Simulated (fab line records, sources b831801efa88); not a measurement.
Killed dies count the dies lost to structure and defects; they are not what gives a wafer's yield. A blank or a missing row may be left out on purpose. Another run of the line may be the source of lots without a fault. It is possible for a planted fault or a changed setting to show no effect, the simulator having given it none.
fab line records    flow sky130
record: lots: 6  wafers: 18  last-day: 50
route steps=708 shown CAPM@550 METAL3@555
lots that met no fault: from a run of the same line without faults
start-h: start of the lot's first displayed wafer, in hours after the record's first day    wait-h: hours elapsed since this lot's preceding step    " the same as in the row above    L1.1+2: several wafers, shown together as one row    - either no value or no given start    * or withheld: withheld    < > ~ a bound
route shown NAME@n: NAME is a module with steps in the file, n the number in the route of the first one    usual: mean and standard deviation over wafers with no fault    same: alike in all rows    chamber/n: place in a boat    sites: readings site by site    _std_site: the values' standard deviation    _edge_site: inner sites' mean taken away from outer sites' mean    radius-mm: for every site, how far away it sits from the centre of the wafer    mask NAME#n: copy n    behind: tool/chamber where the wafer was last shaped    hold: cause of the lot's hold/its duration in hours/its outcome    device: whichever transistor did not switch (one of n, p or np)    end of line: the tests these same wafers got at the end of their route    where a step has no rows: the recipe by itself    killed: dies lost to structure and defects at the first sort, not the wafer's yield    map: per-die view of a wafer (x killed, . not killed, _ where there is no die)
set.NAME: setting as actually run; set.NAME@STEP: the setting as run at that earlier step    model.NAME: the simulator's own value behind a step, which no gauge read
lots seen at some steps along the route; tables by step, rows by wafer
services: a tool's chamber out of use, with start hour (start-h, from the record's first day; less than 0 if before it), hours out, and reason
== steps ==
step: SKY_CAPM_METAL_ETCH_13
recipe: target-depth-nm: 220  stop-on: SiO2  chemistry: Cl2/BCl3  target: TiN  pressure-mtorr: 10  icp-w: 900  bias-w: 48.5  Cl2_flow_sccm: 60  bcl3-flow-sccm: 30  time-s: 62.9
usual: chamber-pressure-mTorr: 10.000/0.0091  drypump-motor-current-A: 5.7/0.42  mfc-cl2-sccm: 60.01/0.2  oes-product-au: 0.939/0.0078  throttle-valve-pct: 21.903/0.011
same: time-s: 62.9
lot.wafer  tool          chamber  start-h  wait-h  chamber-pressure-mTorr  drypump-motor-current-A  mfc-cl2-sccm  oes-product-au  rf-hours-counter-h  throttle-valve-pct
L389.1     rie-metal-03  1        930.31   0.0     10.006                  5.1                      60.09         0.931           16                  21.908
L389.2     "             0        "        "       9.979                   5.8                      59.79         0.942           4                   21.900
L389.3     "             0        "        "       10.006                  5.7                      59.69         0.947           -                   21.890
L390.3     rie-metal-04  1        933.89   0.0     10.012                  5.3                      59.94         0.920           -                   21.912
L390.4     "             0        "        "       9.988                   5.8                      60.52         0.933           -                   21.915
L390.5     "             0        "        "       9.998                   5.8                      60.27         0.924           -                   21.915
L400.2     rie-metal-03  1        999.33   0.0     10.004                  5.1                      60.01         0.942           20                  21.896
L400.3     "             0        "        "       9.995                   5.8                      59.95         0.941           -                   21.898
L400.6     "             1        "        "       9.997                   5.1                      60.07         0.943           -                   21.886
L401.3     rie-metal-04  0        1010.29  0.0     9.981                   5.8                      60.03         0.922           -                   21.910
L401.5     "             0        "        "       10.001                  5.8                      59.96         0.931           -                   21.898
L401.6     "             1        "        "       10.014                  5.4                      59.65         0.935           -                   21.902
L403.1     rie-metal-01  1        1027.22  0.0     9.994                   6.2                      59.82         0.940           17                  21.891
L403.5     "             1        "        "       10.015                  6.2                      59.79         0.936           -                   21.910
L403.6     "             1        "        "       10.008                  6.2                      59.69         0.949           -                   21.897
L404.3     rie-metal-03  0        1029.75  0.0     10.013                  5.8                      60.10         0.940           -                   21.933
L404.5     "             1        "        "       9.990                   5.1                      60.22         0.935           -                   21.912
L404.6     "             0        "        "       9.986                   5.7                      60.20         0.935           -                   21.899
step: SKY_CAPM_STRIP_14
recipe: chemistry: O2/N2  power-w: 1400  pressure-mtorr: 1500  platen-temp-c: withheld  o2-flow-sccm: 3000  n2-flow-sccm: 300  overash-fraction: 0.5
usual: chamber-pressure-mTorr: 1500.0/1.5  drypump-motor-current-A: 5.9/0.47  oes-product-au: 0.710/0.0049  strip-time-to-endpoint-s: 12.63/0.041
same: overash-fraction: 0.5
lot.wafer  tool             chamber  start-h  wait-h  chamber-pressure-mTorr  drypump-motor-current-A  oes-product-au  rf-hours-counter-h  strip-time-to-endpoint-s
L389.1     plasma-asher-03  0        930.39   0.1     1500.4                  6.2                      0.707           81                  12.71
L389.2     "                1        "        "       1498.9                  5.8                      0.707           81                  12.68
L389.3     "                0        "        "       1498.6                  6.1                      0.707           -                   12.68
L390.3     plasma-asher-01  0        933.98   0.1     1500.8                  5.7                      0.714           -                   12.61
L390.4     "                1        "        "       1498.9                  5.7                      0.710           -                   12.61
L390.5     "                0        "        "       1497.4                  5.7                      0.715           -                   12.63
L400.2     plasma-asher-01  1        999.40   0.1     1498.4                  5.6                      0.707           26                  12.63
L400.3     "                1        "        "       1502.5                  5.6                      0.707           -                   12.62
L400.6     "                1        "        "       1498.5                  5.6                      0.713           -                   12.65
L401.3     plasma-asher-03  1        1010.37  0.1     1499.6                  5.8                      0.706           -                   12.68
L401.5     "                1        "        "       1500.8                  5.8                      0.711           -                   12.64
L401.6     "                0        "        "       1502.3                  6.2                      0.714           -                   12.70
L403.1     plasma-asher-03  1        1027.37  0.1     1501.0                  5.8                      0.703           90                  12.67
L403.5     "                1        "        "       1497.6                  5.8                      0.702           -                   12.65
L403.6     "                0        "        "       1499.7                  6.2                      0.712           -                   12.68
L404.3     plasma-asher-02  1        1029.84  0.1     1500.0                  5.1                      0.706           -                   12.67
L404.5     "                1        "        "       1499.0                  5.0                      0.711           -                   12.69
L404.6     "                0        "        "       1497.7                  6.6                      0.707           -                   12.69
step: SKY_CAPM_STRIP_15
recipe: chemistry: post-etch-residue-remover  time-s: 1200  temp-c: 72.5
step: SKY_CAPM_CLEAN_16
recipe: chemistry: IPA  time-s: 180  temp-c: 25
step: SKY_CAPM_CLEAN_17
recipe: chemistry: O3/DIW  dry: n2-spin
step: SKY_METAL3_DEHYDRATE_05
recipe: temp-c: 200  time-s: 60
step: SKY_METAL3_HMDS_06
recipe: prime-time-s: 60  prime-temp-c: 120
step: SKY_METAL3_COAT_07
recipe: resist: BARC  temp-c: withheld  time-s: withheld  spin-rpm: 3000  resist-thk-nm: 60
step: SKY_METAL3_COAT_08
recipe: resist: KrF-thick  spin-rpm: 3000  resist-thk-nm: 1140
step: SKY_METAL3_SOFTBAKE_09
recipe: temp-c: 100  time-s: 90  resist: KrF-thick
step: SKY_METAL3_EXPOSE_10
recipe: mask-id: MM3  na: 0.68  source-shape: annular  sigma-inner: 0.4  sigma-outer: 0.8  target-cd-nm: 300  dose-mj: 28
step: SKY_METAL3_PEB_11
recipe: peb-temp-c: withheld  peb-time-s: withheld  resist: KrF-thick
step: SKY_METAL3_DEVELOP_12
recipe: develop-time-s: 60  resist: KrF-thick  dev-temp-c: 21
usual: chill-plate-temp-C: 23.00/0.098  develop-time-s: 60/0
lot.wafer  tool            chamber  start-h  wait-h  chill-plate-temp-C  develop-time-s  model.KrF-thick_of_METAL3_COAT_08.thk-nm
L389.1     litho-track-01  -        956      -       -                   -               1140
L389.2     "               -        "        "       -                   -               1142
L389.3     "               -        "        "       -                   -               1143
L390.3     litho-track-01  -        958      -       -                   -               1147
L390.4     "               -        "        "       -                   -               1147
L390.5     "               -        "        "       -                   -               1147
L400.2     litho-track-02  0        1022     -       23.12               60              1131
L400.3     "               0        "        "       23.25               60              1127
L400.6     "               0        1023     -       23.03               60              1129
L401.3     litho-track-01  0        1033     -       22.96               60              1129
L401.5     "               0        "        "       22.80               60              1132
L401.6     "               0        "        "       22.99               60              1129
L403.1     litho-track-01  0        1051     -       23.04               60              1122
L403.5     "               0        "        "       22.96               60              1124
L403.6     "               0        "        "       22.91               60              1126
L404.3     litho-track-03  0        1053     -       23.07               60              1128
L404.5     "               0        "        "       22.90               60              1134
L404.6     "               0        "        "       22.97               60              1128
step: SKY_METAL3_CD_MEAS_13
recipe: target-cd-nm: 300
usual: cd-nm: 299.5/1.3
lot.wafer  tool       chamber  start-h  wait-h  cd-nm
L389.1     cd-sem-02  -        956.17   -       -
L389.2     "          -        "        "       -
L389.3     "          -        "        "       -
L390.3     cd-sem-01  -        958.76   -       -
L390.4     "          -        "        "       -
L390.5     "          -        "        "       -
L400.2     cd-sem-01  -        1023.11  -       296.8
L400.3     "          -        "        "       298.3
L400.6     "          -        "        "       297.2
L401.3     cd-sem-01  -        1033.66  -       300.4
L401.5     "          -        "        "       301.0
L401.6     "          -        "        "       301.0
L403.1     cd-sem-01  -        1051.62  -       297.9
L403.5     "          -        "        "       298.3
L403.6     "          -        "        "       299.3
L404.3     cd-sem-01  -        1053.51  -       298.5
L404.5     "          -        "        "       298.6
L404.6     "          -        "        "       299.5
== services ==
tool             chamber  start-h  hours  kind
rie-metal-04     -        928.18   2.5    repair
rie-metal-03     0        949.59   1.5    repair
rie-metal-03     -        959.00   2.8    pm
rie-metal-04     -        980.25   7.6    repair
plasma-asher-02  -        984.57   0.7    repair
litho-track-01   -        987.01   -      consumable-replace:filter
rie-metal-01     0        1016.41  -      clean
rie-metal-01     0        1016.41  13.1   scheduled-down
rie-metal-01     0        1016.41  13.1   vent-cycle
plasma-asher-01  -        1024.29  0.7    repair
plasma-asher-03  -        1031.97  15.8   pm
plasma-asher-02  -        1046.20  15.6   pm
rie-metal-01     0        1049.96  76.4   repair
== key ==
first-sign: step: SKY_METAL3_DEVELOP_12  reading: tool-record  direction: missing
effect none on later readings
model-effect: step: SKY_METAL3_DEVELOP_12  value: KrF-thick_of_METAL3_COAT_08.thk-nm  without: 1130  struck: 1144
met-at SKY_METAL3_DEVELOP_12
struck-wafers L389.1,L389.2,L389.3,L390.3,L390.4,L390.5
later-rows-left-out L389.1,L389.2,L389.3,L390.3,L390.4,L390.5
sort-left-out L389.1,L389.2,L389.3,L390.3,L390.4,L390.5
fault: kind: skipped-step-whole  tool: litho-track-01  chamber: -  onset-h: 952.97  steps: SKY_METAL3_DEVELOP_12  scope: struck-lots-only
sort-left-out: the simulated sort isn't trusted on such a fault, so these wafers' sort isn't shown, and their yield isn't known
later-rows-left-out: the simulator's readings of these wafers behind a module that went badly wrong aren't trusted and aren't shown, but for the sort
